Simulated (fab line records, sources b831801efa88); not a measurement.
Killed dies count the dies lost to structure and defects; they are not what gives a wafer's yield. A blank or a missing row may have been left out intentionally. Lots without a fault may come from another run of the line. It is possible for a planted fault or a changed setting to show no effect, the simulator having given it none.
Matching of chambers | flow sky130 | SKY_FIELD_ISO_ETCH_14 on rie-diel-03 has 4 sister chambers
The step etches BARC in N2/H2, stops on SiO2, time 45.9 s, target depth 60 nm. 8 wafers are shown with their chamber, then 9 later ones without.

EACH WAFER AND ITS CHAMBER
wafer  | chamber | drypump-motor-current-A (A) | throttle-valve-pct (%)
L205.5 | 3       | 5.6                         | 13.227
L206.5 | 1       | 6.0                         | 13.217
L207.2 | 1       | 6.0                         | 13.217
L207.5 | 3       | 5.5                         | 13.243
L207.6 | 0       | 4.7                         | 13.220
L212.1 | 2       | 5.3                         | 13.236
L212.3 | 0       | 4.6                         | 13.232
L212.6 | 2       | 5.3                         | 13.207

WAFERS WITHOUT THEIR CHAMBER
wafer  | drypump-motor-current-A (A) | throttle-valve-pct (%)
L213.3 | 6.0                         | 13.234
L213.4 | 5.6                         | 13.235
L213.5 | 4.7                         | 13.219
L215.1 | 6.0                         | 13.247
L215.2 | 5.5                         | 13.240
L215.3 | 5.3                         | 13.216
L216.1 | 6.0                         | 13.227
L216.3 | 5.5                         | 13.251
L216.4 | 5.3                         | 13.210

WHICH CHAMBER EACH WENT THROUGH
wafer  | from the rows above | in truth
L213.3 | 1                   | 1
L213.4 | 3                   | 3
L213.5 | 0                   | 0
L215.1 | 1                   | 1
L215.2 | 3                   | 3
L215.3 | 2                   | 2
L216.1 | 1                   | 1
L216.3 | 3                   | 3
L216.4 | 2                   | 2
9 of 9 placed correctly. Can't be placed from these rows: 0. 0 placed wrongly.
How it was worked out, from the rows above alone: a wafer's distance from a chamber is the root of the sum, over the readings, of the square of ((its reading less the chamber's mean) divided by the reading's scatter). If the next closest chamber is less than 2 further off than the closest, the wafer can't be placed; otherwise it belongs to the closest. The mean given for a chamber averages the wafers shown for that chamber. The scatter: the root of (the sum of the squares of (reading less its chamber's mean) over the shown wafers, divided by (wafers less chambers)).
